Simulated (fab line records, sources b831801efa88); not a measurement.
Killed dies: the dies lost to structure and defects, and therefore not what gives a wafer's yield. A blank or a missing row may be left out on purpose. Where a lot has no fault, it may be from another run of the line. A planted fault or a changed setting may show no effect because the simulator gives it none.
Which of the tools did it? :: flow sky130 :: 15 lots, 45 wafers sampled, at 4 steps of a route of 708

WHAT THE GAUGES READ, wafer by wafer
SKY_RES_XHIGH_TW_MEAS_09. Usual: for RES_XHIGH_TW the level is 1634 and the standard deviation is 11.
lot: L120
measured: day 27 18:38
on: film-metro-02
RES_XHIGH_TW: 1623 1618 1630
flag: 

lot: L121
measured: day 28 02:09
on: film-metro-01
RES_XHIGH_TW: 1638 1643 1645
flag: 

lot: L122
measured: day 28 03:57
on: film-metro-02
RES_XHIGH_TW: 1621 1622 1630
flag: 

lot: L123
measured: day 28 16:14
on: film-metro-02
RES_XHIGH_TW: 1623 1624 1627
flag: 

lot: L124
measured: day 29 05:12
on: film-metro-03
RES_XHIGH_TW: 1649 1660 1647
flag: 

lot: L125
measured: day 29 17:29
on: film-metro-01
RES_XHIGH_TW: 1637 1641 1639
flag: 

lot: L127
measured: day 29 23:49
on: film-metro-01
RES_XHIGH_TW: 1595 1602 1596
flag: OFF

lot: L128
measured: day 30 06:00
on: film-metro-01
RES_XHIGH_TW: 1600 1591 1592
flag: OFF

lot: L129
measured: day 30 16:11
on: film-metro-02
RES_XHIGH_TW: 1580 1587 1595
flag: OFF

lot: L136
measured: day 32 18:52
on: film-metro-01
RES_XHIGH_TW: 1639 1631 1644
flag: 

lot: L137
measured: day 33 05:25
on: film-metro-02
RES_XHIGH_TW: 1619 1615 1616
flag: 

lot: L138
measured: day 33 12:38
on: film-metro-01
RES_XHIGH_TW: 1641 1633 1642
flag: 

lot: L139
measured: day 34 00:30
on: film-metro-03
RES_XHIGH_TW: 1635 1636 1638
flag: 

lot: L140
measured: day 34 14:24
on: film-metro-01
RES_XHIGH_TW: 1638 1639 1634
flag: 

lot: L141
measured: day 34 22:01
on: film-metro-01
RES_XHIGH_TW: 1639 1625 1642
flag: 

SKY_SD_N_RS_MEAS_18: measures by four-point-probe. Usual: for RES_XHIGH_RS the level is 332.9 ohm/sq and the standard deviation is 1.2.
lot: L120
measured: day 28 23:43
on: film-metro-01
RES_XHIGH_RS (ohm/sq): 332.0 332.0 331.9
flag: 

lot: L121
measured: day 29 06:59
on: film-metro-02
RES_XHIGH_RS (ohm/sq): 331.5 330.5 330.8
flag: 

lot: L122
measured: day 29 09:28
on: film-metro-02
RES_XHIGH_RS (ohm/sq): 334.1 333.8 333.1
flag: 

lot: L123
measured: day 29 21:14
on: film-metro-01
RES_XHIGH_RS (ohm/sq): 331.8 332.0 332.0
flag: 

lot: L124
measured: day 30 10:30
on: film-metro-02
RES_XHIGH_RS (ohm/sq): 332.6 332.0 331.7
flag: 

lot: L125
measured: day 30 22:07
on: film-metro-02
RES_XHIGH_RS (ohm/sq): 333.4 333.7 332.8
flag: 

lot: L127
measured: day 31 04:59
on: film-metro-01
RES_XHIGH_RS (ohm/sq): 358.9 359.5 355.1
flag: OFF

lot: L128
measured: day 31 12:13
on: film-metro-02
RES_XHIGH_RS (ohm/sq): 356.3 355.5 357.0
flag: OFF

lot: L129
measured: day 31 20:23
on: film-metro-02
RES_XHIGH_RS (ohm/sq): 354.7 354.8 355.8
flag: OFF

lot: L136
measured: day 33 22:19
on: film-metro-02
RES_XHIGH_RS (ohm/sq): 335.5 335.3 336.3
flag: 

lot: L137
measured: day 34 09:04
on: film-metro-02
RES_XHIGH_RS (ohm/sq): 333.7 334.4 335.2
flag: 

lot: L138
measured: day 34 15:55
on: film-metro-03
RES_XHIGH_RS (ohm/sq): 333.7 332.8 333.8
flag: 

lot: L139
measured: day 35 03:13
on: film-metro-02
RES_XHIGH_RS (ohm/sq): 333.6 333.7 333.4
flag: 

lot: L140
measured: day 35 17:26
on: film-metro-02
RES_XHIGH_RS (ohm/sq): 333.7 334.2 332.2
flag: 

lot: L141
measured: day 36 01:23
on: film-metro-01
RES_XHIGH_RS (ohm/sq): 332.6 333.2 331.9
flag: 

SKY_LI_CONTACT_RS_MEAS_22: measures by four-point-probe. Usual: for LI_CONTACT_W_RS the level is 0.285 ohm/sq and the standard deviation is 0.0031.
lot: L120
measured: day 30 04:49
on: film-metro-01
LI_CONTACT_W_RS (ohm/sq): 0.285 0.283 0.286
flag: 

lot: L121
measured: day 30 12:23
on: film-metro-01
LI_CONTACT_W_RS (ohm/sq): 0.285 0.286 0.285
flag: 

lot: L122
measured: day 30 15:20
on: film-metro-01
LI_CONTACT_W_RS (ohm/sq): 0.286 0.283 0.286
flag: 

lot: L123
measured: day 31 02:37
on: film-metro-03
LI_CONTACT_W_RS (ohm/sq): 0.285 0.287 0.285
flag: 

lot: L124
measured: day 31 16:03
on: film-metro-02
LI_CONTACT_W_RS (ohm/sq): 0.287 0.288 0.289
flag: 

lot: L125
measured: day 32 02:55
on: film-metro-03
LI_CONTACT_W_RS (ohm/sq): 0.289 0.286 0.287
flag: 

lot: L127
measured: day 32 10:10
on: film-metro-03
LI_CONTACT_W_RS (ohm/sq): 0.297 0.291 0.292
flag: 

lot: L128
measured: day 32 16:16
on: film-metro-02
LI_CONTACT_W_RS (ohm/sq): 0.282 0.285 0.282
flag: 

lot: L129
measured: day 33 01:11
on: film-metro-03
LI_CONTACT_W_RS (ohm/sq): 0.287 0.282 0.287
flag: 

lot: L136
measured: day 35 01:55
on: film-metro-01
LI_CONTACT_W_RS (ohm/sq): 0.286 0.286 0.287
flag: 

lot: L137
measured: day 35 13:50
on: film-metro-02
LI_CONTACT_W_RS (ohm/sq): 0.284 0.280 0.280
flag: 

lot: L138
measured: day 35 20:03
on: film-metro-02
LI_CONTACT_W_RS (ohm/sq): 0.288 0.284 0.277
flag: 

lot: L139
measured: day 36 07:13
on: film-metro-02
LI_CONTACT_W_RS (ohm/sq): 0.283 0.281 0.276
flag: 

lot: L140
measured: day 36 21:14
on: film-metro-03
LI_CONTACT_W_RS (ohm/sq): 0.282 0.279 0.283
flag: 

lot: L141
measured: day 37 04:42
on: film-metro-02
LI_CONTACT_W_RS (ohm/sq): 0.283 0.281 0.281
flag: 

WHAT TOOL EACH LOT RAN ON (gives the tool, then ch and the chambers of the sampled wafers, and finally the start)
lot: L120
SKY_RES_XHIGH_IMPLANT_07: implanter-02 ch 0, day 27 18:23

lot: L121
SKY_RES_XHIGH_IMPLANT_07: implanter-03 ch 0, day 28 01:55

lot: L122
SKY_RES_XHIGH_IMPLANT_07: implanter-03 ch 0, day 28 03:42

lot: L123
SKY_RES_XHIGH_IMPLANT_07: implanter-01 ch 0, day 28 15:59

lot: L124
SKY_RES_XHIGH_IMPLANT_07: implanter-02 ch 0, day 29 04:58

lot: L125
SKY_RES_XHIGH_IMPLANT_07: implanter-01 ch 0, day 29 17:14

lot: L127
SKY_RES_XHIGH_IMPLANT_07: implanter-01 ch 0, day 29 23:35

lot: L128
SKY_RES_XHIGH_IMPLANT_07: implanter-01 ch 0, day 30 05:45

lot: L129
SKY_RES_XHIGH_IMPLANT_07: implanter-01 ch 0, day 30 15:56

lot: L136
SKY_RES_XHIGH_IMPLANT_07: implanter-02 ch 0, day 32 18:39

lot: L137
SKY_RES_XHIGH_IMPLANT_07: implanter-03 ch 0, day 33 05:12

lot: L138
SKY_RES_XHIGH_IMPLANT_07: implanter-01 ch 0, day 33 12:23

lot: L139
SKY_RES_XHIGH_IMPLANT_07: implanter-01 ch 0, day 34 00:15

lot: L140
SKY_RES_XHIGH_IMPLANT_07: implanter-03 ch 0, day 34 14:09

lot: L141
SKY_RES_XHIGH_IMPLANT_07: implanter-01 ch 0, day 34 21:47
- SKY_RES_XHIGH_IMPLANT_07

AS READ BY THE TOOLS THEMSELVES (means over the sampled wafers that have a number; for cases with no such wafer, the mark the record gives instead)
SKY_RES_XHIGH_IMPLANT_07. Usual: beam-on-s 39.9 s, standard deviation 0.8; dose-ions-cm2 3.6e+14, standard deviation 3.7e+11.
lot: L120
tool: implanter-02
beam-on-s (s): 40.0
dose-ions-cm2: 3.6e+14
flag: 

lot: L121
tool: implanter-03
beam-on-s (s): 39.2
dose-ions-cm2: 3.6e+14
flag: 

lot: L122
tool: implanter-03
beam-on-s (s): 39.7
dose-ions-cm2: 3.6e+14
flag: 

lot: L123
tool: implanter-01
beam-on-s (s): 39.5
dose-ions-cm2: 3.6e+14
flag: 

lot: L124
tool: implanter-02
beam-on-s (s): 40.0
dose-ions-cm2: 3.6e+14
flag: 

lot: L125
tool: implanter-01
beam-on-s (s): 39.6
dose-ions-cm2: 3.6e+14
flag: 

lot: L127
tool: implanter-01
beam-on-s (s): 36.2
dose-ions-cm2: 3.3e+14
flag: OFF

lot: L128
tool: implanter-01
beam-on-s (s): 35.7
dose-ions-cm2: 3.3e+14
flag: OFF

lot: L129
tool: implanter-01
beam-on-s (s): 36.3
dose-ions-cm2: 3.3e+14
flag: OFF

lot: L136
tool: implanter-02
beam-on-s (s): 39.8
dose-ions-cm2: 3.6e+14
flag: 

lot: L137
tool: implanter-03
beam-on-s (s): 40.0
dose-ions-cm2: 3.6e+14
flag: 

lot: L138
tool: implanter-01
beam-on-s (s): 39.3
dose-ions-cm2: 3.6e+14
flag: 

lot: L139
tool: implanter-01
beam-on-s (s): 39.7
dose-ions-cm2: 3.6e+14
flag: 

lot: L140
tool: implanter-03
beam-on-s (s): 39.9
dose-ions-cm2: 3.6e+14
flag: 

lot: L141
tool: implanter-01
beam-on-s (s): 40.4
dose-ions-cm2: 3.6e+14
flag: 

THE ANSWER, worked out from the rows above alone
Rule: take the mean of a lot's wafers that have a number; if it is more than 3 standard deviations from the usual mean, the lot is off. A lot without any number at a reading at which 4 lots or more have one is off too. All remaining lots with rows at the step are treated as sound. After the gauges, taken in route order, come the tools' own readings; for these a lot's mean is taken, as printed above. The first step at which some lot is off is used, and at that step the reading that is off furthest; a lot without a number counts as furthest.
Off: at SKY_RES_XHIGH_TW_MEAS_09 (RES_XHIGH_TW), L127, L128, L129.
A tool fits if, at a process step before that reading, it ran every lot that is off, and no sound lot after the first of them. The gauges at SKY_RES_XHIGH_TW_MEAS_09 aren't tried: what is off there is off at SKY_RES_XHIGH_IMPLANT_07 too, on other tools, and a gauge's error can't cause that. No candidate that was tried fits.

WHAT WAS PUT IN BY THE SIMULATOR
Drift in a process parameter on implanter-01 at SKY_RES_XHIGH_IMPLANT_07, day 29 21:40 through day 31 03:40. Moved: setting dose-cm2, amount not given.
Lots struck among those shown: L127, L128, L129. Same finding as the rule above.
